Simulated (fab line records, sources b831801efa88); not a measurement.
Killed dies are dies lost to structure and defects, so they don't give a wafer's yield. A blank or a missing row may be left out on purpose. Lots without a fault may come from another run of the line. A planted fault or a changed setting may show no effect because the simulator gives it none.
Which tool did it? | flow gf180mcu | 14 lots, 42 wafers sampled, at 3 steps of a route of 602

WHAT THE GAUGES READ, wafer by wafer
GF_TOP_METAL_RS_MEAS_05: measures by four-point-probe. Usual: TOP_METAL_ALCU_RS 0.0327 ohm/sq, standard deviation 0.00038.
lot  | measured     | on            | TOP_METAL_ALCU_RS (ohm/sq) | flag
L400 | day 26 21:57 | film_metro-02 | 0.0329 0.0332 0.0326       |
L401 | day 27 09:31 | film_metro-02 | 0.0330 0.0329 0.0329       |
L403 | day 28 01:00 | film_metro-03 | 0.0334 0.0331 0.0331       |
L404 | day 28 10:13 | film_metro-04 | 0.0324 0.0329 0.0323       |
L406 | day 29 11:53 | film_metro-03 | 0.0329 0.0327 0.0328       |
L407 | day 29 16:37 | film_metro-02 | 0.0328 0.0331 0.0333       |
L408 | day 29 20:08 | film_metro-02 | 0.0323 0.0323 0.0324       |
L415 | day 31 17:42 | film_metro-04 | 0.0330 0.0332 0.0331       |
L416 | day 31 23:50 | film_metro-02 | 0.0321 0.0321 0.0321       |
L418 | day 32 20:11 | film_metro-02 | 0.0326 0.0331 0.0327       |
L419 | day 32 20:31 | film_metro-02 | 0.0319 0.0322 0.0320       |
L420 | day 33 00:06 | film_metro-02 | 0.0319 0.0321 0.0324       |
L421 | day 33 05:16 | film_metro-03 | 0.0331 0.0330 0.0330       |
L422 | day 33 12:59 | film_metro-04 | 0.0325 0.0321 0.0325       |

WHICH TOOL RAN EACH LOT (tool, then ch and the chambers of the sampled wafers, then the start)
lot  | GF_MIM_SPUTTER_08            | GF_MIM_STRIP_20
L400 | pvd_sputter-01, day 24 03:43 | plasma_asher-04 ch 0,1, day 25 01:41
L401 | pvd_sputter-01, day 24 15:40 | plasma_asher-03 ch 0,1, day 25 11:56
L403 | pvd_sputter-04, day 25 09:04 | plasma_asher-01 ch 0,1, day 26 05:26
L404 | pvd_sputter-01, day 25 15:44 | plasma_asher-04 ch 0,1, day 26 15:11
L406 | pvd_sputter-04, day 26 22:49 | plasma_asher-01 ch 0,1, day 27 19:06
L407 | pvd_sputter-04, day 27 01:49 | plasma_asher-03 ch 1, day 27 22:09
L408 | pvd_sputter-02, day 27 05:40 | plasma_asher-03 ch 0,1, day 28 01:33
L415 | pvd_sputter-02, day 29 08:50 | plasma_asher-01 ch 0,1, day 30 03:10
L416 | pvd_sputter-01, day 29 15:22 | plasma_asher-01 ch 0,1, day 30 09:43
L418 | pvd_sputter-01, day 30 12:28 | plasma_asher-04 ch 0, day 31 06:46
L419 | pvd_sputter-04, day 30 13:48 | plasma_asher-04 ch 0,1, day 31 07:22
L420 | pvd_sputter-04, day 30 16:28 | plasma_asher-01 ch 0,1, day 31 10:07
L421 | pvd_sputter-02, day 30 22:59 | plasma_asher-04 ch 0,1, day 31 16:40
L422 | pvd_sputter-04, day 31 08:00 | plasma_asher-04 ch 0,1, day 32 01:23
- GF_MIM_SPUTTER_08: material AlCu, target thk 200 nm, time 10.6 s.
- GF_MIM_STRIP_20: strips in O2/N2.

WHAT THE TOOLS THEMSELVES READ (means of the sampled wafers that have a number; where no wafer has one, the mark that the record gives instead)
GF_MIM_SPUTTER_08. Usual: throttle_valve_pct 30.2 %, standard deviation 0.84.
lot  | tool           | throttle_valve_pct (%) | flag
L400 | pvd_sputter-01 | 30.0                   |
L401 | pvd_sputter-01 | 29.8                   |
L403 | pvd_sputter-04 | 30.3                   |
L404 | pvd_sputter-01 | 30.2                   |
L406 | pvd_sputter-04 | 30.4                   |
L407 | pvd_sputter-04 | 30.9                   |
L408 | pvd_sputter-02 | 29.6                   |
L415 | pvd_sputter-02 | 29.7                   |
L416 | pvd_sputter-01 | 29.5                   |
L418 | pvd_sputter-01 | 29.9                   |
L419 | pvd_sputter-04 | 30.4                   |
L420 | pvd_sputter-04 | 30.7                   |
L421 | pvd_sputter-02 | 29.5                   |
L422 | pvd_sputter-04 | 30.4                   |

GF_MIM_STRIP_20. Usual: drypump_motor_current_A 6.02 A, standard deviation 0.29; heater_power_w 328 W, standard deviation 38; oes_product_au 0.692 a.u., standard deviation 0.0048; strip_time_to_endpoint_s 11.23 s, standard deviation 0.052.
lot  | tool            | drypump_motor_current_A (A) | heater_power_w (W) | oes_product_au (a.u.) | strip_time_to_endpoint_s (s) | flag
L400 | plasma_asher-04 | 6.17                        | 310                | 0.696                 | 11.29                        |
L401 | plasma_asher-03 | 5.90                        | 298                | 0.693                 | 11.23                        |
L403 | plasma_asher-01 | 5.91                        | 376                | 0.695                 | 11.28                        |
L404 | plasma_asher-04 | 6.14                        | 303                | 0.685                 | 11.21                        |
L406 | plasma_asher-01 | 5.87                        | 384                | 0.693                 | 11.20                        |
L407 | plasma_asher-03 | 5.67                        | 314                | 0.689                 | 11.14                        |
L408 | plasma_asher-03 | 5.78                        | 311                | 0.690                 | 11.17                        |
L415 | plasma_asher-01 | 5.90                        | 381                | 0.696                 | 11.26                        |
L416 | plasma_asher-01 | 5.91                        | 380                | 0.695                 | 11.22                        |
L418 | plasma_asher-04 | 6.20                        | 309                | 0.692                 | 11.27                        |
L419 | plasma_asher-04 | 6.12                        | 296                | 0.689                 | 11.22                        |
L420 | plasma_asher-01 | 5.90                        | 380                | 0.692                 | 11.25                        |
L421 | plasma_asher-04 | 6.12                        | 298                | 0.694                 | 11.29                        |
L422 | plasma_asher-04 | 6.11                        | 295                | 0.694                 | 11.22                        |

THE ANSWER, worked out from the rows above alone
Rule: a lot is off if the mean of its wafers that have a number lies more than 3 standard deviations from the usual mean. A lot without any number at a reading at which 4 lots or more have one is off too. The other lots that the step has rows for count as sound. The gauges are gone through in route order, then the tools' own readings, and for those a lot's mean is taken as printed above. The first step at which some lot is off is used, and at that step the reading that is off furthest; a lot without a number counts as furthest.
No lot is off at any reading shown: from this, nothing can be told.

WHAT THE SIMULATOR HAD PUT IN
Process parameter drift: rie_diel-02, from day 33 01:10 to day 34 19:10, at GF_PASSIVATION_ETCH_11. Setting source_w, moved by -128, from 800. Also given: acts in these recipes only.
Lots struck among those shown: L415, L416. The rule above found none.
